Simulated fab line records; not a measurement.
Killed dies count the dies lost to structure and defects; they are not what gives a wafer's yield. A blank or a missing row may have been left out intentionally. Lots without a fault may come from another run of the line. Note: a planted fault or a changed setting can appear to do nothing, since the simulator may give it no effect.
Tool commonality check    flow sky130    11 lots, 33 wafers sampled

REASON IT WAS OPENED
Of 11 lots, 3 have the reading POLY_GATE_CVD_00_THK flagged at SKY_POLY_GATE_THK_MEAS_01. No-fault wafers: 179.8 nm, standard deviation 1.8.
Rule: a lot is flagged when every wafer of it that has a number lies more than 4 standard deviations from that mean, or none has a number. The other lots count as sound.

lot   measured      on             POLY_GATE_CVD_00_THK (nm), wafer by wafer  flag
L987  day 14 14:52  film-metro-04  180.2 181.9 179.4                          
L988  day 15 01:35  film-metro-03  181.8 180.0 181.0                          
L992  day 16 18:00  film-metro-02  176.4 177.1 176.4                          
L995  day 17 17:04  film-metro-03  177.0 176.6 176.6                          
L996  day 17 17:04  film-metro-04  178.5 179.1 179.9                          
L997  day 18 00:05  film-metro-03  175.0 176.9 176.1                          
L999  day 18 21:46  film-metro-02  181.1 180.1 179.3                          
L100  day 19 05:27  film-metro-03  181.2 180.0 179.7                          
L101  day 19 22:28  film-metro-04  156.8 156.9 159.4                          FLAGGED
L102  day 20 03:12  film-metro-03  160.4 159.9 161.0                          FLAGGED
L103  day 20 09:39  film-metro-03  159.7 160.9 159.5                          FLAGGED
Average over the flagged lots: 159.4 nm; offset from the usual -20.4 nm, equal to -11 standard deviations.

WHICH TOOL EACH LOT WENT THROUGH
2 process steps preceding the reading are held in the record, out of 708 steps in the route. Every cell lists first the tool, next ch and the chambers used by the sampled wafers, and last the start.
lot   flag     SKY_VT_ADJUST_PCH_STRIP_09            SKY_POLY_GATE_CVD_00
L987           plasma-asher-04 ch 0,1, day 10 21:28  lpcvd-01 ch 1, day 14 13:40
L988           plasma-asher-04 ch 0,1, day 11 13:13  lpcvd-01 ch 1, day 15 00:22
L992           plasma-asher-03 ch 0,1, day 12 20:25  lpcvd-01 ch 1, day 16 16:48
L995           plasma-asher-03 ch 0,1, day 13 16:13  lpcvd-01 ch 1, day 17 15:52
L996           plasma-asher-03 ch 0,1, day 13 18:22  lpcvd-01 ch 0, day 17 15:52
L997           plasma-asher-03 ch 0,1, day 13 22:55  lpcvd-01 ch 1, day 17 22:17
L999           plasma-asher-01 ch 0,1, day 14 20:16  lpcvd-01 ch 0, day 18 20:32
L100           plasma-asher-03 ch 0,1, day 15 02:01  lpcvd-01 ch 0, day 19 04:15
L101  FLAGGED  plasma-asher-03 ch 0,1, day 15 18:42  lpcvd-01 ch 1, day 19 21:16
L102  FLAGGED  plasma-asher-03 ch 1, day 15 23:04    lpcvd-01 ch 0, day 20 02:00
L103  FLAGGED  plasma-asher-04 ch 0,1, day 16 05:33  lpcvd-01 ch 0, day 20 08:27
What the steps here do:
- SKY_VT_ADJUST_PCH_STRIP_09: strips in O2/N2.
- SKY_POLY_GATE_CVD_00: deposits poly-Si, target thk 180 nm, time 720 s.
- SKY_POLY_GATE_THK_MEAS_01

FLAGGED OVER TOTAL, TOOL BY TOOL (the gauges that took the reading come last)
step                        tool             lots run  flagged  share of the flagged lots  sound lots run after its first flagged lot
SKY_VT_ADJUST_PCH_STRIP_09  plasma-asher-01  1         0        none                       -
SKY_VT_ADJUST_PCH_STRIP_09  plasma-asher-03  7         2        some                       0
SKY_VT_ADJUST_PCH_STRIP_09  plasma-asher-04  3         1        some                       0
SKY_POLY_GATE_CVD_00        lpcvd-01         11        3        all                        0
SKY_POLY_GATE_THK_MEAS_01   film-metro-02    2         0        none                       -
SKY_POLY_GATE_THK_MEAS_01   film-metro-03    6         2        some                       0
SKY_POLY_GATE_THK_MEAS_01   film-metro-04    3         1        some                       0

THE TABLE: WHAT IT ALLOWS
1 row of the table ran every flagged lot: lpcvd-01 at SKY_POLY_GATE_CVD_00.
- lpcvd-01 at SKY_POLY_GATE_CVD_00: 3 of its 11 lots flagged. Last sound lot L100 at day 19 04:15, first flagged lot L101 at day 19 21:16; a fault beginning in between fits. Its own readings (susceptor-temp-C) fall more than 4 standard deviations out on all wafers of the flagged lots.
What remains is a single tool, lpcvd-01 at SKY_POLY_GATE_CVD_00.

WHAT THE SIMULATOR PUT IN
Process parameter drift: lpcvd-01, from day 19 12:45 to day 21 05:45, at SKY_POLY_GATE_CVD_00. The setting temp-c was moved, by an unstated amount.
Shown lots that were struck: L101, L102, L103. Same finding as the rule above.
